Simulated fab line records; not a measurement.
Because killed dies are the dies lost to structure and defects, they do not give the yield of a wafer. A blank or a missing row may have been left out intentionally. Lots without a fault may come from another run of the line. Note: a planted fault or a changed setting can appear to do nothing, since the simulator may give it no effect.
Chamber matching / flow sky130 / rie-diel-01 running SKY_PASSIVATION_ETCH_11: 4 sister chambers
The step etches the open film in CF4/O2, stops on AlCu, target depth 725 nm, time 161.1 s. 16 wafers are shown with their chamber, then 8 later ones without.

== EACH WAFER AND ITS CHAMBER ==
wafer=L076.3; chamber=3; drypump-motor-current-A (A)=5.7; oes-product-au (a.u.)=0.961; rf-fwd-power-W (W)=793.9
wafer=L076.5; chamber=1; drypump-motor-current-A (A)=5.1; oes-product-au (a.u.)=0.981; rf-fwd-power-W (W)=792.0
wafer=L076.6; chamber=2; drypump-motor-current-A (A)=4.8; oes-product-au (a.u.)=0.986; rf-fwd-power-W (W)=794.9
wafer=L078.2; chamber=0; drypump-motor-current-A (A)=5.6; oes-product-au (a.u.)=0.979; rf-fwd-power-W (W)=795.4
wafer=L078.3; chamber=3; drypump-motor-current-A (A)=5.7; oes-product-au (a.u.)=0.968; rf-fwd-power-W (W)=792.7
wafer=L078.5; chamber=0; drypump-motor-current-A (A)=5.7; oes-product-au (a.u.)=0.982; rf-fwd-power-W (W)=796.4
wafer=L081.1; chamber=2; drypump-motor-current-A (A)=4.9; oes-product-au (a.u.)=0.983; rf-fwd-power-W (W)=794.7
wafer=L081.3; chamber=0; drypump-motor-current-A (A)=5.7; oes-product-au (a.u.)=0.979; rf-fwd-power-W (W)=796.1
wafer=L081.4; chamber=1; drypump-motor-current-A (A)=5.1; oes-product-au (a.u.)=0.977; rf-fwd-power-W (W)=793.9
wafer=L082.3; chamber=0; drypump-motor-current-A (A)=5.7; oes-product-au (a.u.)=0.976; rf-fwd-power-W (W)=798.1
wafer=L082.5; chamber=0; drypump-motor-current-A (A)=5.7; oes-product-au (a.u.)=0.988; rf-fwd-power-W (W)=795.4
wafer=L082.6; chamber=1; drypump-motor-current-A (A)=5.1; oes-product-au (a.u.)=0.976; rf-fwd-power-W (W)=794.4
wafer=L088.3; chamber=0; drypump-motor-current-A (A)=5.7; oes-product-au (a.u.)=0.977; rf-fwd-power-W (W)=799.0
wafer=L088.4; chamber=3; drypump-motor-current-A (A)=5.8; oes-product-au (a.u.)=0.965; rf-fwd-power-W (W)=793.5
wafer=L088.5; chamber=3; drypump-motor-current-A (A)=5.7; oes-product-au (a.u.)=0.971; rf-fwd-power-W (W)=792.0
wafer=L093.1; chamber=3; drypump-motor-current-A (A)=5.8; oes-product-au (a.u.)=0.970; rf-fwd-power-W (W)=795.1

SIGNATURES (means of the wafers above)
reading=drypump-motor-current-A; chamber 0=5.683; chamber 1=5.100; chamber 2=4.850; chamber 3=5.740; scatter within a chamber=0.0459
reading=oes-product-au; chamber 0=0.98017; chamber 1=0.97800; chamber 2=0.98450; chamber 3=0.96700; scatter within a chamber=0.00387
reading=rf-fwd-power-W; chamber 0=796.733; chamber 1=793.433; chamber 2=794.800; chamber 3=793.440; scatter within a chamber=1.29
Rule: a wafer lies at a distance from a chamber equal to the root of the sum of squares, over the readings, of (its reading less the chamber's mean, divided by the reading's scatter). The wafer belongs to the nearest chamber; if the next one is less than 2 further off, it can't be placed. How the scatter is found: for the shown wafers, subtract from each reading the mean of its chamber, square and add these, divide the total by (wafers less chambers), then take the root.

== WAFERS WITH NO CHAMBER GIVEN ==
wafer=L093.2; drypump-motor-current-A (A)=4.9; oes-product-au (a.u.)=0.975; rf-fwd-power-W (W)=799.6
wafer=L093.5; drypump-motor-current-A (A)=5.1; oes-product-au (a.u.)=0.975; rf-fwd-power-W (W)=798.6
wafer=L095.1; drypump-motor-current-A (A)=4.9; oes-product-au (a.u.)=0.977; rf-fwd-power-W (W)=799.6
wafer=L095.3; drypump-motor-current-A (A)=5.2; oes-product-au (a.u.)=0.973; rf-fwd-power-W (W)=796.0
wafer=L095.4; drypump-motor-current-A (A)=5.7; oes-product-au (a.u.)=0.974; rf-fwd-power-W (W)=796.8
wafer=L096.1; drypump-motor-current-A (A)=5.7; oes-product-au (a.u.)=0.972; rf-fwd-power-W (W)=797.8
wafer=L096.2; drypump-motor-current-A (A)=4.8; oes-product-au (a.u.)=0.971; rf-fwd-power-W (W)=793.9
wafer=L096.5; drypump-motor-current-A (A)=5.2; oes-product-au (a.u.)=0.991; rf-fwd-power-W (W)=792.0

== WHICH CHAMBER EACH ONE RAN IN ==
wafer=L093.2; from the rows above=can't be placed: 2 or 1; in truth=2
wafer=L093.5; from the rows above=1; in truth=1
wafer=L095.1; from the rows above=2; in truth=2
wafer=L095.3; from the rows above=1; in truth=1
wafer=L095.4; from the rows above=can't be placed: 0 or 3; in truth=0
wafer=L096.1; from the rows above=can't be placed: 0 or 3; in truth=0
wafer=L096.2; from the rows above=2; in truth=2
wafer=L096.5; from the rows above=1; in truth=1
Correct placement for 5 of the 8. Cannot be placed on the basis of these rows: 3; the candidates contain the true chamber in 3. Wrongly placed: 0.
